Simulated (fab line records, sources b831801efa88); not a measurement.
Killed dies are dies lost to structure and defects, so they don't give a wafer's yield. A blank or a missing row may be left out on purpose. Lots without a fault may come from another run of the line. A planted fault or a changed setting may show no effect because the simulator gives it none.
Chamber matching | flow gf180mcu | GF_V2_CVD_02 on pecvd-04: 3 sister chambers
The step deposits SiO2 from TEOS, target thk 850 nm, time 94.851 s. 6 wafers are shown with their chamber, then 7 later ones without.

WAFERS WITH THEIR CHAMBER
wafer  | chamber | heater_power_w (W)
L076.4 | 2       | 679
L090.1 | 1       | 607
L090.2 | 2       | 658
L090.3 | 0       | 677
L090.4 | 0       | 531
L090.5 | 1       | 645

WAFERS WITHOUT THEIR CHAMBER
wafer  | heater_power_w (W)
L090.6 | 699
L096.1 | 676
L096.2 | 608
L096.3 | 530
L096.4 | 664
L096.5 | 525
L096.6 | 600

WHICH CHAMBER EACH WENT THROUGH
wafer  | from the rows above          | in truth
L090.6 | can't be placed: 2 or 1 or 0 | 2
L096.1 | can't be placed: 2 or 1 or 0 | 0
L096.2 | can't be placed: 0 or 1 or 2 | 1
L096.3 | can't be placed: 0 or 1 or 2 | 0
L096.4 | can't be placed: 2 or 1 or 0 | 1
L096.5 | can't be placed: 0 or 1 or 2 | 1
L096.6 | can't be placed: 0 or 1 or 2 | 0
Placed correctly: 0 of 7. Can't be placed from these rows: 7 (the true chamber is among the candidates in 7). Placed wrongly: 0.
How it was worked out, from the rows above alone: a wafer's distance from a chamber is the root of the sum, over the readings, of the square of ((its reading less the chamber's mean) divided by the reading's scatter). The wafer belongs to the nearest chamber; if the next one is less than 2 further off, it can't be placed. A chamber's mean is the mean of its shown wafers. The scatter: the root of (the sum of the squares of (reading less its chamber's mean) over the shown wafers, divided by (wafers less chambers)).
